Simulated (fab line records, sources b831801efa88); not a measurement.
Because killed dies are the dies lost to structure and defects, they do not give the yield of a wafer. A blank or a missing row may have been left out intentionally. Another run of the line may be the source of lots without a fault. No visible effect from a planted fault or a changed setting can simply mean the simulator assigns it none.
Chamber matching || flow gf180mcu || GF_V2_ETCH_17 on rie_diel-02 has 4 sister chambers
The step etches SiO2 in C4F8/O2/Ar, stops on TiN, target depth 630 nm. 8 wafers are shown with their chamber, then 8 later ones without.

## EACH WAFER AND ITS CHAMBER
{"wafer": "L219.2", "chamber": 1, "oes_product_au (a.u.)": 0.857}
{"wafer": "L219.3", "chamber": 2, "oes_product_au (a.u.)": 0.854}
{"wafer": "L221.3", "chamber": 2, "oes_product_au (a.u.)": 0.852}
{"wafer": "L221.4", "chamber": 3, "oes_product_au (a.u.)": 0.850}
{"wafer": "L220.1", "chamber": 3, "oes_product_au (a.u.)": 0.852}
{"wafer": "L220.2", "chamber": 0, "oes_product_au (a.u.)": 0.858}
{"wafer": "L220.3", "chamber": 1, "oes_product_au (a.u.)": 0.856}
{"wafer": "L222.2", "chamber": 0, "oes_product_au (a.u.)": 0.852}

## WAFERS WITH NO CHAMBER GIVEN
{"wafer": "L222.3", "oes_product_au (a.u.)": 0.853}
{"wafer": "L222.5", "oes_product_au (a.u.)": 0.850}
{"wafer": "L230.2", "oes_product_au (a.u.)": 0.853}
{"wafer": "L230.4", "oes_product_au (a.u.)": 0.858}
{"wafer": "L230.6", "oes_product_au (a.u.)": 0.863}
{"wafer": "L231.2", "oes_product_au (a.u.)": 0.850}
{"wafer": "L231.4", "oes_product_au (a.u.)": 0.852}
{"wafer": "L231.6", "oes_product_au (a.u.)": 0.848}

## EACH ONE'S CHAMBER
{"wafer": "L222.3", "from the rows above": "can't be placed: 2 or 0 or 3 or 1", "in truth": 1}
{"wafer": "L222.5", "from the rows above": "can't be placed: 3 or 2 or 0", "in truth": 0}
{"wafer": "L230.2", "from the rows above": "can't be placed: 2 or 0 or 3 or 1", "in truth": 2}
{"wafer": "L230.4", "from the rows above": "can't be placed: 1 or 0 or 2", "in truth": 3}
{"wafer": "L230.6", "from the rows above": "can't be placed: 1 or 0 or 2", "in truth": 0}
{"wafer": "L231.2", "from the rows above": "can't be placed: 3 or 2 or 0", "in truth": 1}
{"wafer": "L231.4", "from the rows above": "can't be placed: 2 or 3 or 0 or 1", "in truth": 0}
{"wafer": "L231.6", "from the rows above": "can't be placed: 3 or 2 or 0", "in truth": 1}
0 of 8 placed correctly. Cannot be placed on the basis of these rows: 8; the candidates contain the true chamber in 5. 0 placed wrongly.
How it was worked out, from the rows above alone: a wafer's distance from a chamber is the root of the sum, over the readings, of the square of ((its reading less the chamber's mean) divided by the reading's scatter). The wafer belongs to the nearest chamber; if the next one is less than 2 further off, it can't be placed. A chamber's mean is the mean of its shown wafers. The scatter is the square root of a quotient: the sum, over the shown wafers, of each reading's squared deviation from its chamber's mean, divided by wafers minus chambers.
